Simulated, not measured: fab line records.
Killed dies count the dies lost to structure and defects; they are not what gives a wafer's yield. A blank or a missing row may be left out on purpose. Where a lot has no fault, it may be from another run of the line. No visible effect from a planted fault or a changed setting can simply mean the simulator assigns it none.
Matching of chambers    flow gf180mcu    GF_M5_ETCH_09 on rie diel-01 has 4 sister chambers
The step etches Si3N4 in CF4/O2, target depth 52 nm, time 11.6 s. 24 wafers are shown with their chamber, then 12 later ones without.

## EACH WAFER AND ITS CHAMBER
wafer   chamber  oes product au (a.u.)  chamber pressure mTorr (mTorr)  throttle valve pct (%)
L074.2  1        0.988                  150.32                          5.969
L074.4  3        0.986                  150.01                          5.947
L074.6  3        0.992                  149.88                          5.966
L077.4  3        0.982                  149.87                          5.955
L077.5  2        1.013                  150.16                          5.981
L077.6  1        0.986                  149.90                          5.972
L080.2  3        0.981                  149.88                          5.961
L080.4  3        0.980                  149.94                          5.991
L080.6  2        0.991                  150.23                          5.970
L082.1  1        0.983                  150.02                          5.970
L082.2  0        1.009                  150.11                          5.969
L082.4  3        0.975                  150.14                          5.960
L085.4  2        0.998                  150.13                          5.960
L085.5  2        0.999                  150.06                          5.977
L085.6  3        0.979                  149.90                          5.960
L086.1  3        0.981                  149.97                          5.963
L086.2  1        1.002                  149.91                          5.967
L086.5  3        0.984                  150.03                          5.975
L087.3  2        1.004                  149.94                          5.969
L087.5  2        1.008                  150.18                          5.982
L087.6  1        1.001                  149.98                          6.002
L088.2  0        1.013                  149.94                          5.967
L088.4  1        0.996                  149.79                          5.977
L088.5  1        0.995                  149.93                          5.963

SIGNATURES (means of the wafers above)
reading                 chamber 0  chamber 1  chamber 2  chamber 3  scatter within a chamber
oes product au          1.01100    0.99300    1.00217    0.98222    0.00644
chamber pressure mTorr  150.0250   149.9786   150.1167   149.9578   0.122
throttle valve pct      5.96800    5.97429    5.97317    5.96422    0.0115
Rule: for each reading, subtract the chamber's mean from the wafer's reading, divide by that reading's scatter and square the result; add these up over the readings and take the root, which gives the wafer's distance from the chamber. The wafer belongs to the nearest chamber; if the next one is less than 2 further off, it can't be placed. The scatter: the root of (the sum of the squares of (reading less its chamber's mean) over the shown wafers, divided by (wafers less chambers)).

## WAFERS WHOSE CHAMBER IS MISSING
wafer   oes product au (a.u.)  chamber pressure mTorr (mTorr)  throttle valve pct (%)
L089.1  1.002                  149.74                          5.953
L089.2  0.984                  150.04                          5.963
L089.3  1.004                  150.04                          5.962
L090.2  1.012                  150.14                          5.969
L090.5  1.010                  149.95                          5.975
L090.6  0.982                  150.23                          5.975
L095.1  0.988                  149.86                          5.960
L095.4  0.983                  150.27                          5.983
L095.6  0.987                  149.96                          5.965
L097.1  1.002                  149.93                          5.966
L097.3  1.001                  150.11                          5.955
L097.6  0.995                  149.85                          5.968

## WHICH CHAMBER EACH WENT THROUGH
wafer   from the rows above                in truth
L089.1  can't be placed: 0 or 1 or 2 or 3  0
L089.2  can't be placed: 3 or 1            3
L089.3  can't be placed: 2 or 0 or 1       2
L090.2  can't be placed: 0 or 2            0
L090.5  can't be placed: 0 or 2 or 1       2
L090.6  can't be placed: 3 or 1 or 2       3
L095.1  can't be placed: 3 or 1 or 2       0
L095.4  can't be placed: 1 or 3 or 2       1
L095.6  can't be placed: 3 or 1            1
L097.1  can't be placed: 0 or 1 or 2 or 3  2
L097.3  can't be placed: 2 or 0 or 1 or 3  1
L097.6  can't be placed: 1 or 3 or 2 or 0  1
Correctly placed: 0 of 12. These rows do not allow placing 12 (true chamber among the candidates in 11). 0 placed wrongly.
